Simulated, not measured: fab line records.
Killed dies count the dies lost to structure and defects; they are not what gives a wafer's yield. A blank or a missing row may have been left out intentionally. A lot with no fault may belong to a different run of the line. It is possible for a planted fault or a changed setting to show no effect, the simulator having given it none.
A struck lot beside a sound one :: flow sky130 :: 14 steps out of a route of 708
Sound: wafers L427.1, L427.5, L427.6. Wafers struck: L428.1, L428.2, L428.3. At the end, the cause is stated.
For every step that has rows: the tool of each side, followed by ch and its chambers, followed by its first start. Under that, the readings that differ: sound wafers :: struck wafers :: difference of the means :: sigmas: that difference in standard deviations of wafers without a fault.
alike: a reading whose means differ by less than 2 such deviations, as well as words and numbers matching on both sides. not compared: withheld readings; readings where some wafer has no value; bounds like >300 that might hide an equal value; numbers whose values overlap and for which the record gives no deviation.
A row with sigmas, a row that says differs or no value, or rows on one side alone: a step with any of these is where the two part. Numbers that have no deviation but don't overlap get no sigmas and don't part them. A reading missing from all wafers of one side parts the sides only when that side holds two or more wafers.

SKY_METAL2_SPUTTER_01: material TiN, target thk 20 nm, time 16.7 s.
  sound on pvd sputter-04 at day 34 11:21; struck on pvd sputter-03 at day 34 19:25
  alike: throttle valve pct
SKY_METAL2_SPUTTER_02: material AlCu, target thk 250 nm, time 13.3 s.
  sound on pvd sputter-04 at day 34 11:23; struck on pvd sputter-03 at day 34 19:26
  alike: throttle valve pct
SKY_METAL2_SPUTTER_03: material Ti, target thk 5 nm, time 3.3 s.
  sound on pvd sputter-04 at day 34 11:24; struck on pvd sputter-03 at day 34 19:28
  alike: throttle valve pct
SKY_METAL2_SPUTTER_04: material TiN, target thk 70 nm, time 58.3 s.
  sound on pvd sputter-04 at day 34 13:01; struck on pvd sputter-03 at day 34 19:29
  alike: throttle valve pct
SKY_METAL2_RS_MEAS_05: the measuring method here is four-point-probe.
  sound on film metro-01 at day 34 13:04; struck on film metro-01 at day 34 19:32
  alike: METAL2_ALCU_RS
SKY_METAL2_THK_MEAS_06: measures by xrf.
  sound on film metro-01 at day 34 13:11; struck on film metro-01 at day 34 19:39
  alike: METAL2_ALCU_THK
then, 6 steps without rows for these wafers: SKY_METAL2_DEHYDRATE_07 (time 60 s); SKY_METAL2_HMDS_08 (prime time 60 s); SKY_METAL2_COAT_09 (resist thk 60 nm); SKY_METAL2_COAT_10 (resist thk 450 nm); SKY_METAL2_SOFTBAKE_11 (time 90 s); SKY_METAL2_EXPOSE_12 (exposes mask MM2, target cd 140 nm).
SKY_METAL2_PEB_13:
  sound on litho track-01 ch 0, day 35 15:00; struck on litho track-04, day 35 21:00
reading: exhaust pa (Pa)
sound: 44.8 44.8 44.4
struck: - - -
difference: no value on the struck wafers
sigmas: 
  not compared: chill plate temp C
then, 1 step without rows for these wafers: SKY_METAL2_DEVELOP_14 (develop time 60 s).

## WHERE THEY PART
At SKY_METAL2_PEB_13 and nowhere else, as far as this record goes.

WHY: what had been put in by the simulator
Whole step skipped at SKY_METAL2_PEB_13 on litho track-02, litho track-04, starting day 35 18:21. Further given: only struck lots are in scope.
